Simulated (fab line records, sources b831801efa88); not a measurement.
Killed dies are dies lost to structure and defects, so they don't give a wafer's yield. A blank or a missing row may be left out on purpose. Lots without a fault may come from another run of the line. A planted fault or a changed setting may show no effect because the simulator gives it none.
A struck lot beside a sound one | flow sky130 | 43 steps out of a route of 708
Sound: wafers L710.1, L710.3, L710.5. Struck: wafers L699.2, L699.3, L699.4. The cause comes at the end.
At each step with rows: each side's tool, then ch and its chambers, then its first start. Under that, the readings that differ: sound wafers | struck wafers | difference of the means | sigmas: that difference in standard deviations of wafers without a fault.
alike: readings whose means differ by less than 2 such deviations, and words and numbers that are the same on both sides. not compared: withheld readings, readings that some wafer has no value for, bounds like >300 that may hide the same value, and numbers for which the record gives no deviation and whose values overlap.
The two part at a step that has a row with sigmas, a row that says differs or no value, or rows on one side only. Numbers that don't overlap but have no deviation are shown without sigmas and don't part them. A reading that every wafer of one side lacks parts them only if that side has two wafers or more.

first, 4 steps without rows for these wafers: SKY_VIA3_STRIP_16 (strips in O2/N2); SKY_VIA3_STRIP_17 (strips in post etch residue remover, time 1200 s); SKY_VIA3_CLEAN_18 (cleans in IPA, time 180 s); SKY_VIA3_CLEAN_19 (cleans in O3/DIW).
SKY_VIA3_SPUTTER_20: material TiN, target thk 20 nm, time 80 s.
  sound on pvd_sputter-04, day 44 01:55; struck on pvd_sputter-01, day 41 14:44
  alike: throttle_valve_pct
then, 1 step without rows for these wafers: SKY_VIA3_CVD_21 (deposits W, target thk 390 nm, time 117.31 s).
SKY_VIA3_RS_MEAS_22: measures by four-point-probe.
  sound on film_metro-02, day 44 02:07; struck on film_metro-04, day 41 14:56
  alike: VIA3_W_RS
SKY_VIA3_THK_MEAS_23: measures by xrf.
  sound on film_metro-02, day 44 02:14; struck on film_metro-04, day 41 15:03
  alike: VIA3_W_THK
then, 1 step without rows for these wafers: SKY_VIA3_CMP_24 (polishes, stops on SiO2, t overpolish 20 s, target thk 0 nm).
SKY_METAL4_SPUTTER_00: material Ti, target thk 15 nm, time 10 s.
  sound on pvd_sputter-01, day 44 02:35; struck on pvd_sputter-01, day 41 15:24
  alike: throttle_valve_pct
then, 1 step without rows for these wafers: SKY_METAL4_SPUTTER_01 (material TiN, target thk 20 nm, time 16.7 s).
SKY_METAL4_SPUTTER_02: material AlCu, target thk 735 nm, time 39.1 s.
  sound on pvd_sputter-01, day 44 02:38; struck on pvd_sputter-01, day 41 15:26
  alike: throttle_valve_pct
SKY_METAL4_SPUTTER_03: material Ti, target thk 5 nm, time 3.3 s.
  sound on pvd_sputter-01, day 44 02:40; struck on pvd_sputter-01, day 41 15:29
  alike: throttle_valve_pct
SKY_METAL4_SPUTTER_04: material TiN, target thk 70 nm, time 58.3 s.
  sound on pvd_sputter-01, day 44 02:41; struck on pvd_sputter-01, day 41 15:30
  alike: throttle_valve_pct
then, 1 step without rows for these wafers: SKY_CAP2M_CVD_00 (deposits SiO2, target thk 15.5 nm).
SKY_CAP2M_THK_MEAS_01:
  sound on film_metro-04, day 44 02:46; struck on film_metro-04, day 41 15:35
  alike: CAP2M_CVD_00_THK
then, 1 step without rows for these wafers: SKY_CAP2M_SPUTTER_02 (material TiN, target thk 200 nm, time 166.7 s).
SKY_CAP2M_RS_MEAS_03: measures by four-point-probe.
  sound on film_metro-03, day 44 02:56; struck on film_metro-01, day 41 15:46
  alike: CAP2M_TIN_RS
SKY_CAP2M_THK_MEAS_04: measures by xrf.
  sound on film_metro-03, day 44 03:03; struck on film_metro-01, day 41 15:52
  reading            | sound             | struck            | difference | sigmas
  CAP2M_TIN_THK (nm) | 197.8 195.9 199.2 | 204.1 203.4 202.4 | +5.7       | +2
then, 7 steps without rows for these wafers: SKY_CAP2M_DEHYDRATE_05 (time 60 s); SKY_CAP2M_HMDS_06 (prime time 60 s); SKY_CAP2M_COAT_07 (resist thk 1140 nm); SKY_CAP2M_SOFTBAKE_08 (time 60 s); SKY_CAP2M_EXPOSE_09 (exposes mask CAP2M, target cd 1000 nm); SKY_CAP2M_PEB_10; SKY_CAP2M_DEVELOP_11 (develop time 60 s).
SKY_CAP2M_OVL_MEAS_12:
  sound on overlay-02, day 45 01:05; struck on overlay-02, day 42 15:34
  alike: CAP2M_OVL
then, 1 step without rows for these wafers: SKY_CAP2M_METAL_ETCH_13 (etches TiN in Cl2/BCl3, stops on SiO2, target depth 220 nm, time 62.9 s).
SKY_CAP2M_STRIP_14: strips in O2/N2.
  sound on plasma_asher-01 ch 0,1, day 45 01:12; struck on plasma_asher-01 ch 0,1, day 42 15:40
  alike: drypump_motor_current_A, o2_flow_sccm, oes_product_au, strip_time_to_endpoint_s
  not compared: rf_hours_counter_h
then, 11 steps without rows for these wafers: SKY_CAP2M_STRIP_15 (strips in post etch residue remover, time 1200 s); SKY_CAP2M_CLEAN_16 (cleans in IPA, time 180 s); SKY_CAP2M_CLEAN_17 (cleans in O3/DIW); SKY_METAL4_DEHYDRATE_05 (time 60 s); SKY_METAL4_HMDS_06 (prime time 60 s); SKY_METAL4_COAT_07 (resist thk 60 nm); SKY_METAL4_COAT_08 (resist thk 1140 nm); SKY_METAL4_SOFTBAKE_09 (time 90 s); SKY_METAL4_EXPOSE_10 (exposes mask MM4, target cd 300 nm); SKY_METAL4_PEB_11; SKY_METAL4_DEVELOP_12 (develop time 60 s).
SKY_METAL4_CD_MEAS_13: target cd 300 nm.
  sound on cd_sem-02, day 45 23:02; struck on cd_sem-02, day 43 14:52
  alike: cd_nm
SKY_METAL4_OVL_MEAS_14:
  sound on overlay-01, day 45 23:10; struck on overlay-02, day 43 14:58
  alike: METAL4_OVL
-- the record jumps here: 4 days lie between the struck wafers' starts before and after (it left off in module METAL4 and takes up again in module PAD_OPEN, whose first step shown is number 708 of the route) --
SKY_PAD_OPEN_PROBE_99:
  sound on prober-02, day 49 11:07; struck on prober-01, day 47 08:58
  reading                               | sound              | struck            | difference | sigmas
  defect_limited_yield (%)              | 82.3 79.7 79.7     | 69.9 75.6 74.0    | -7.4       | -4
  killed_at_M4_up                       | 5 2 4              | 63 25 44          | +40        | +22
  killed_dies                           | 87 100 100         | 148 120 128       | +36        | +4
  sort_bin_3_pad_short (%)              | 0.6 0.8 1.0        | 2.2 2.8 4.7       | +2.4       | +6
  sort_bin_5_function (%)               | 9.8 12.2 12.6      | 20.1 13.8 16.3    | +5.2       | +3
  sort_n_pass                           | 405 392 392        | 344 372 364       | -36        | -4
  sort_yield_pct (%)                    | 82.3 79.7 79.7     | 69.9 75.6 74.0    | -7.4       | -4
  model.etest.tester.sort_n_pass        | 405 392 392        | 344 372 364       | -36        |
  model.etest.tester.sort_yield_pct (%) | 82.32 79.67 79.67  | 69.92 75.61 73.98 | -7.38      |
  model.etest.tester.sort_bin_5_pct (%) | 9.756 12.2 12.6    | 20.12 13.82 16.26 | +5.21      |
  model.etest.tester.sort_bin_3_pct (%) | 0.6098 0.813 1.016 | 2.236 2.846 4.675 | +2.439     |
  alike: killed_at_M0_to_M3, killed_at_contacts, killed_at_front_end, killed_at_other, killed_open, killed_short, sort_bin_6_memory

WHERE THEY PART
First at SKY_CAP2M_THK_MEAS_04; last, within this record, at SKY_PAD_OPEN_PROBE_99.

WHY: what the simulator had put in
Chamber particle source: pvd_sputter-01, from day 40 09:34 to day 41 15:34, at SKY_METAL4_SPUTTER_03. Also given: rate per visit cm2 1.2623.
